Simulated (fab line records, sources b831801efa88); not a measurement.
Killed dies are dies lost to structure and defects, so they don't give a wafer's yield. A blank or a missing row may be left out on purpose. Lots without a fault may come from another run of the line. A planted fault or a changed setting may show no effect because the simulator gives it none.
A struck lot beside a sound one | flow sky130 | 17 steps out of a route of 708
Sound: wafers L253.1, L253.3, L253.4. Struck: wafers L259.3, L259.4, L259.5. The cause comes at the end.
At each step with rows: each side's tool, then ch and its chambers, then its first start. Under that, the readings that differ: sound wafers | struck wafers | difference of the means | sigmas: that difference in standard deviations of wafers without a fault.
alike: readings whose means differ by less than 2 such deviations, and words and numbers that are the same on both sides. not compared: withheld readings, readings that some wafer has no value for, bounds like >300 that may hide the same value, and numbers for which the record gives no deviation and whose values overlap.
The two part at a step that has a row with sigmas, a row that says differs or no value, or rows on one side only. Numbers that don't overlap but have no deviation are shown without sigmas and don't part them. A reading that every wafer of one side lacks parts them only if that side has two wafers or more.

SKY_CONTACT_BOW_MEAS_05:
  sound on film_metro-04, day 31 10:52; struck on film_metro-01, day 33 09:37
  alike: CONTACT_BOW
then, 8 steps without rows for these wafers: SKY_CONTACT_DEHYDRATE_06 (time 60 s); SKY_CONTACT_HMDS_07 (prime time 60 s); SKY_CONTACT_COAT_08 (resist thk 60 nm); SKY_CONTACT_COAT_09 (resist thk 450 nm); SKY_CONTACT_SOFTBAKE_10 (time 90 s); SKY_CONTACT_EXPOSE_11 (exposes mask CTM1, target cd 170 nm); SKY_CONTACT_PEB_12; SKY_CONTACT_DEVELOP_13 (develop time 60 s).
SKY_CONTACT_CD_MEAS_14: target cd 170 nm.
  sound on cd_sem-01, day 32 14:38; struck on cd_sem-02, day 34 11:40
  alike: cd_nm
SKY_CONTACT_OVL_MEAS_15:
  sound on overlay-02, day 32 14:46; struck on overlay-02, day 34 11:46
  reading          | sound      | struck | difference | sigmas
  CONTACT_OVL (nm) | -11 -9 -10 | 5 2 4  | +14        | +2
SKY_CONTACT_ETCH_16: etches BARC in N2/H2, stops on SiO2, time 45.9 s, target depth 60 nm.
  sound on rie_diel-03 ch 0,1,2, day 32 14:47; struck on rie_diel-03 ch 0,2, day 34 11:47
  reading    | sound              | struck               | difference | sigmas
  bias_w (W) | 99.97 99.43 100.19 | 100.38 100.64 100.49 | +0.64      | +2
  alike: chamber_pressure_mTorr, drypump_motor_current_A, n2_flow_sccm, oes_product_au, throttle_valve_pct
  not compared: rf_hours_counter_h
SKY_CONTACT_ETCH_17: etches SiO2 in C4F8/O2/Ar, stops on Si3N4, target depth 340 nm.
  sound on rie_diel-03 ch 0,1,2, day 32 14:50; struck on rie_diel-03 ch 0,2, day 34 11:50
  no value came back on the struck wafers for bias_w (W), chamber_pressure_mTorr (mTorr), oes_product_au (a.u.); on the sound wafers bias_w (W) reads 1201 1201 1197
  reading                                        | sound             | struck            | difference | sigmas
  model.KrF-thick_of_CONTACT_COAT_09.thk_nm (nm) | 327.2 326.2 327.7 | 390.3 389.3 390.6 | +63.0      |
SKY_CONTACT_ETCH_18: etches Si3N4 in CHF3/O2, stops on TiN, time 39 s, target depth 75 nm.
  sound on rie_diel-03 ch 0,1,2; struck on rie_diel-03 ch 0,2
  reading                                        | sound             | struck            | difference | sigmas
  oes_product_au (a.u.)                          | 0.846 0.845 0.849 | 0.377 0.373 0.381 | -0.470     | -57
  throttle_valve_pct (%)                         | 8.789 8.799 8.778 | 8.672 8.667 8.662 | -0.122     | -14
  model.KrF-thick_of_CONTACT_COAT_09.thk_nm (nm) | 243.6 241.5 243.3 | 306.5 304 306.1   | +62.7      |
  alike: O2_flow_sccm, bias_w, drypump_motor_current_A
  not compared: rf_hours_counter_h
SKY_CONTACT_STRIP_19: strips in O2/N2.
  sound on plasma_asher-02 ch 0,1, day 32 14:55; struck on plasma_asher-03 ch 0,1, day 34 11:57
  reading                      | sound             | struck            | difference | sigmas
  n2_flow_sccm (sccm)          | 301.3 300.3 301.3 | 300.5 299.3 297.6 | -1.8       | -2
  oes_product_au (a.u.)        | 0.381 0.380 0.375 | 0.412 0.404 0.406 | +0.029     | +6
  strip_time_to_endpoint_s (s) | 3.609 3.603 3.613 | 4.309 4.249 4.275 | +0.669     | +30
  alike: drypump_motor_current_A
  not compared: rf_hours_counter_h
then, 1 step without rows for these wafers: SKY_CONTACT_STRIP_20 (strips in post etch residue remover, time 1200 s).
-- the record jumps here: 13 days lie between the struck wafers' starts before and after (it left off in module CONTACT and takes up again in module PAD_OPEN, whose first step shown is number 708 of the route) --
SKY_PAD_OPEN_PROBE_99:
  sound on prober-01, day 46 09:36; struck on prober-02, day 47 21:54
  reading            | sound    | struck                                                               | difference                   | sigmas
  hold               | - - -    | await_dispo/2.9h/scrap await_dispo/2.9h/scrap await_dispo/2.9h/scrap | no value on the sound wafers |
  killed_at_M0_to_M3 | 42 48 41 | 237 224 211                                                          | +180                         | +25
  killed_at_M4_up    | 4 3 8    | 63 68 75                                                             | +64                          | +37
  killed_at_contacts | 22 18 23 | 124 122 128                                                          | +104                         | +20
  killed_at_other    | 1 0 2    | 53 62 59                                                             | +57                          | +97
  killed_dies        | 79 79 87 | 492 492 492                                                          | +410                         | +43
  killed_on_rim      | 15 16 16 | 96 96 96                                                             | +80                          | +20
  alike: killed_at_front_end, killed_open, killed_short

WHERE THEY PART
First at SKY_CONTACT_OVL_MEAS_15; last, within this record, at SKY_PAD_OPEN_PROBE_99.

WHY: what the simulator had put in
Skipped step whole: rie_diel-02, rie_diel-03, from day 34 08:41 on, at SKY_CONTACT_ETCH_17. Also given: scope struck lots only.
